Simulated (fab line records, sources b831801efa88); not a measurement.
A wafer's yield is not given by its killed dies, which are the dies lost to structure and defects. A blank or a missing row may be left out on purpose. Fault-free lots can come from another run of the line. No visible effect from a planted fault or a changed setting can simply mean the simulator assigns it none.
Code-filled problem report in 8D (eight disciplines) form :: flow gf180mcu :: the parts of the form that need people (team, actions taken, sign-off) are left out

1. WHAT WENT WRONG
PASSIVATION_CVD_00_THK at GF_PASSIVATION_THK_MEAS_01 reads a mean of 562 nm on 4 wafers of 3 lots; wafers without a fault read 1001 nm with a standard deviation of 12. Relative to the usual mean, that is a shift of -37 standard deviations.
Seen first at day 32 02:05 on filmMetro-02, wafer L717.1. Wafers with a number at this step in the record: 36, from 13 lots. The rule behind "out" and "out of limits": a value lying over 4 standard deviations away from the usual mean. All remaining wafers that have a number are taken as sound.

2. WHAT IT IS, AND WHAT IT ISN'T
question: which readings at this step
is: PASSIVATION_CVD_00_THK
is not: -

question: which lots
is: L717, L720, L721
is not: L705, L706, L708, L711, L712, L713, L714, L726, L727, L728

question: which wafers of those lots
is: L717.1, L717.6, L720.1, L721.1
is not: L720.5, L721.3

question: read on which gauges
is: filmMetro-01, filmMetro-02, filmMetro-04
is not: -

question: when
is: from day 32 02:05
is not: up to then (21 sound wafers); but 11 sound wafers of L720, L721, L726, L727, L728 came after

3. SUSPECTS, AND WHAT RULES EACH OUT
Counting: any tool at a process step up to the reading remains a suspect provided it ran every lot that is out. Sound lots after the first of them don't rule it out here, since some wafers of a struck lot are sound.
- the gauge at GF_PASSIVATION_THK_MEAS_01 has been ruled out. Those wafers that are out were read across 3 gauges (filmMetro-01, filmMetro-02, filmMetro-04).
- pecvd-03 at GF_PASSIVATION_CVD_00 (deposits SiO2 from TEOS, target thk 1000 nm, time 111.95 s): kept. It processed each lot that is out (first: L717, day 32 02:01); up to then, its last sound lot is L714 (day 30 21:17). On those wafers its own readings are out: runLengthS.
Left after counting: pecvd-03 at GF_PASSIVATION_CVD_00.

4. THE CAUSE (what the simulator had put in)
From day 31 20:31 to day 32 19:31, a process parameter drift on pecvd-03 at GF_PASSIVATION_CVD_00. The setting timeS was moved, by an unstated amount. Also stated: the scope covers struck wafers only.
Only this tool survived the counting.

5. THE EFFECT CHAIN, in route order
Rows list readings where the struck wafers' mean (over those with a number) sits beyond 3 standard deviations from the usual. Scope: only readings with a usual standard deviation given in the record; hours: median across lots of the time from each lot's start at the first step in this table that gives one to its start at this step; sigmas: change in usual standard deviations.
hours: 0
step: GF_PASSIVATION_CVD_00
reading: runLengthS
usual: 139.8 s
on struck wafers: 90.6
change: -49.2
sigmas: -99 or more

hours: 0
step: GF_PASSIVATION_THK_MEAS_01
reading: PASSIVATION_CVD_00_THK
usual: 1001 nm
on struck wafers: 562
change: -439
sigmas: -37
Its process steps:
- GF_PASSIVATION_CVD_00: deposits SiO2 from TEOS, target thk 1000 nm, time 111.95 s.

6. HOW IT WOULD HAVE BEEN CAUGHT EARLIER
In this record the first reading out of limits at a measuring or inspecting step was taken at day 32 02:05, 6 hours after the fault began at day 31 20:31.
Tool's own readings at GF_PASSIVATION_CVD_00, runLengthS: out on all struck wafers the step has rows for; an alarm limit on them would have tripped on the first.
Of the lots that are out (3), L720, L721 began GF_PASSIVATION_CVD_00 on pecvd-03 after day 32 02:05. A hold on the tool at that time would have spared those 2.
